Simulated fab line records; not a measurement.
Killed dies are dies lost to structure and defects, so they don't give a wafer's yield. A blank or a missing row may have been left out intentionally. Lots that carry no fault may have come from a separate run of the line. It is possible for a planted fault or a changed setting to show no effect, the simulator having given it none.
Lot-split experiment | flow gf180mcu | route with 602 steps; 5 lots, 23 wafers read

## SPLIT DETAILS
At GF_V3_PEB_12 (peb time 90 s), the setting peb_temp_c was moved away from the recipe's 135 C on 9 of the 23 wafers read, by -2.2% to +2.4%. For the rest of the wafers, this setting stayed at what the recipe calls for.

## FROM THE SPLIT ON TO THE READING: in between, the file shows 1 step
- GF_V3_DEVELOP_13: develop time 60 s

## THE READING
cd_nm, in nm, at GF_V3_CD_MEAS_14 (target cd 260 nm). On this fab line, fault-free wafers typically give 259.7 nm with a standard deviation of 1.2 nm.

wafer  | tool, chamber at the split | peb_temp_c as run, C | against the recipe | cd_nm, nm | against lot-mates on the recipe
L074.1 | litho_track-04, 0          | 135                  | recipe             | 260.3     | -
L074.2 | litho_track-04, 0          | 132.4                | -1.9%              | 251.7     | -8.4
L074.3 | litho_track-04, 0          | 135                  | recipe             | 259.4     | -
L074.4 | litho_track-04, 0          | 132.4                | -1.9%              | 252.3     | -7.8
L074.5 | litho_track-04, 0          | 135                  | recipe             | 260.5     | -
L076.1 | litho_track-04, 0          | 135                  | recipe             | 258.5     | -
L076.3 | litho_track-04, 0          | 138.2                | +2.4%              | 265.3     | +6.0
L076.4 | litho_track-04, 0          | 135                  | recipe             | 259.7     | -
L076.5 | litho_track-04, 0          | 135                  | recipe             | 259.8     | -
L076.6 | litho_track-04, 0          | 138.2                | +2.4%              | 265.7     | +6.4
L079.1 | litho_track-02, 0          | 135                  | recipe             | 260.5     | -
L079.4 | litho_track-02, 0          | 135                  | recipe             | 258.9     | -
L079.5 | litho_track-02, 0          | 135                  | recipe             | 260.0     | -
L080.1 | litho_track-01, 0          | 135                  | recipe             | 259.4     | -
L080.2 | litho_track-01, 0          | 133.1                | -1.4%              | 254.0     | -5.0
L080.3 | litho_track-01, 0          | 135                  | recipe             | 259.4     | -
L080.5 | litho_track-01, 0          | 133.1                | -1.4%              | 254.0     | -5.0
L080.6 | litho_track-01, 0          | 135                  | recipe             | 258.2     | -
L083.2 | litho_track-02, 0          | 132                  | -2.2%              | 250.8     | -8.0
L083.3 | litho_track-02, 0          | 135                  | recipe             | 259.0     | -
L083.4 | litho_track-02, 0          | 135                  | recipe             | 258.6     | -
L083.5 | litho_track-02, 0          | 132                  | -2.2%              | 249.5     | -9.3
L083.6 | litho_track-02, 0          | 132                  | -2.2%              | 251.4     | -7.4

FIT RESULTS
A straight line over all 23 wafers: cd_nm changes by +3.41 nm for each +1% of peb_temp_c; r = +0.98; the points scatter about the line by 0.97 nm.
The same after taking each lot's own level away (the mean of its wafers on the recipe; 23 wafers): +3.36 nm for each +1%; r = +0.98; scatter 0.86 nm.
Per that fit: largest peb_temp_c move, reading shift of 8 nm.
From 258.80 to 260.07 nm: that is the span of the lots' own levels, equal to 1.1 times the standard deviation above.
Consequently the slope shifts little with the lot-to-lot level, the two slopes agreeing.
Check: +8.1 nm against its lot-mates is what the line predicts for one of the wafers moved furthest among these (+2.4%) when that wafer is left out of the fit. Against them it came out at +5.97 nm.

## OTHER SPLITS ON THESE WAFERS
Note: prior to the reading, these wafers also went through further splits. Each is held against what the fit with the lots' levels taken away leaves over:
other split on the same wafers       | wafers away from the commonest value | r with cd_nm (lot level and that fit taken away)
GF_M1_STRIP_17 o2_flow_sccm          | 8                                    | -0.04
GF_M2_SPUTTER_01 time_s              | 8                                    | +0.24
GF_M2_EXPOSE_11 dose_mj              | 5                                    | -0.12
GF_M2_DEVELOP_13 develop_time_s      | 10                                   | +0.10
GF_V2_COAT_09 resist_thk_nm          | 5                                    | -0.15
GF_V2_SPUTTER_22 chamber_pressure_pa | 15                                   | +0.04
GF_M3_SPUTTER_01 power_w             | 5                                    | +0.17
GF_V3_CVD_00 sih4_flow_sccm          | 7                                    | -0.21
GF_V3_CVD_02 time_s                  | 7                                    | +0.14

## THE WHOLE CHAIN: every reading that the file lists as answering this split, in the file's order
step             | what it does                                                 | reading                                                   | change (the file's fit)              | r (the file's)
GF_V3_CD_MEAS_14 | target cd 260 nm                                             | cd_nm                                                     | +3.42 nm for each +1% of the setting | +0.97
GF_V3_ETCH_16    | etches BARC in N2/H2                                         | V3.cd_nm (the simulator's own value, which no gauge read) | +3.62 nm for each +1% of the setting | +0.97
GF_V3_ETCH_17    | etches SiO2 in C4F8/O2/Ar, stops on TiN, target depth 635 nm | V3.cd_nm (the simulator's own value, which no gauge read) | +3.55 nm for each +1% of the setting | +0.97

## THE FILE'S OWN FIT
cd_nm changes by +3.42 nm for each +1% of peb_temp_c, r = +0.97.
